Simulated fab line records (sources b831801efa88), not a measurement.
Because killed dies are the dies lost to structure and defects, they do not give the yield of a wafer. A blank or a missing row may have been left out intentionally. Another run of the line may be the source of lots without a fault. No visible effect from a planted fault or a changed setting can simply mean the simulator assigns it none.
Which of the tools did it? + flow sky130 + 33 wafers from 11 lots sampled at 3 of the route's 708 steps

WHAT THE GAUGES READ, wafer by wafer
SKY_VIA4_OVL_MEAS_11.
| lot  | measured     | on         | VIA4_OVL (nm)  |
|------|--------------|------------|----------------|
| L838 | day 43 01:58 | overlay-02 | -2.0 0.0 -1.3  |
| L840 | day 44 00:47 | overlay-02 | 0.4 -0.1 0.5   |
| L844 | day 44 21:52 | overlay-01 | -1.3 -1.3 -1.8 |
| L845 | day 45 00:26 | overlay-02 | 3.2 3.0 0.7    |
| L847 | day 45 14:53 | overlay-02 | 2.5 2.2 4.6    |
| L851 | day 46 22:52 | overlay-01 | -0.5 -0.7 -1.4 |
| L852 | day 46 23:50 | overlay-01 | 2.1 2.2 3.3    |
| L857 | day 48 03:03 | overlay-02 | 3.1 3.4 2.8    |
| L858 | day 48 06:56 | overlay-01 | -1.2 -0.7 -1.5 |
| L859 | day 48 16:37 | overlay-02 | 1.3 0.9 0.9    |
| L861 | day 48 23:34 | overlay-01 | 0.9 -0.9 0.4   |

TOOL THAT RAN EACH LOT (tool first, then ch and the chambers of the sampled wafers, then the start)
| lot  | SKY_METAL2_DESCUM_17              | SKY_VIA2_STRIP_16                    |
|------|-----------------------------------|--------------------------------------|
| L838 | rie-metal-04 ch 0,1, day 35 08:35 | plasma-asher-02 ch 0,1, day 36 13:20 |
| L840 | rie-metal-04 ch 0,1, day 36 11:58 | plasma-asher-02 ch 0,1, day 37 15:32 |
| L844 | rie-metal-02 ch 0,1, day 37 12:37 | plasma-asher-02 ch 0,1, day 38 15:23 |
| L845 | rie-metal-01 ch 0,1, day 37 15:25 | plasma-asher-04 ch 0,1, day 38 17:57 |
| L847 | rie-metal-01 ch 0,1, day 38 12:28 | plasma-asher-02 ch 0,1, day 39 14:45 |
| L851 | rie-metal-01 ch 0, day 39 22:18   | plasma-asher-01 ch 0,1, day 41 00:23 |
| L852 | rie-metal-04 ch 0,1, day 39 23:45 | plasma-asher-01 ch 0,1, day 41 01:53 |
| L857 | rie-metal-02 ch 0, day 41 08:56   | plasma-asher-02 ch 0,1, day 42 09:14 |
| L858 | rie-metal-01 ch 0,1, day 41 13:15 | plasma-asher-02 ch 0,1, day 42 14:32 |
| L859 | rie-metal-02 ch 0,1, day 42 01:37 | plasma-asher-02 ch 0,1, day 43 02:44 |
| L861 | rie-metal-02 ch 0,1, day 42 09:26 | plasma-asher-02 ch 1, day 43 10:38   |
- SKY_METAL2_DESCUM_17: chemistry O2, time 8 s.
- SKY_VIA2_STRIP_16: strips in O2/N2.

THE ANSWER, worked out from the rows above alone
Rule: usual is defined by the lots themselves. The widest of any qualifying gaps counts: lots, ordered by their means at a reading, are off when they make up no more than a third of the lots, leave a main group of 4 or more, and stand apart from it by 3 or more times the standard deviation of that group's means. A main group is skipped when, at the precision printed for the reading in the tables above, its means are all equal. A lot without any number at a reading at which 4 lots or more have one is off too. All remaining lots with rows at the step are treated as sound.
Across all readings shown, no lot is off: no conclusion can be drawn from this.

WHAT THE SIMULATOR HAD PUT IN
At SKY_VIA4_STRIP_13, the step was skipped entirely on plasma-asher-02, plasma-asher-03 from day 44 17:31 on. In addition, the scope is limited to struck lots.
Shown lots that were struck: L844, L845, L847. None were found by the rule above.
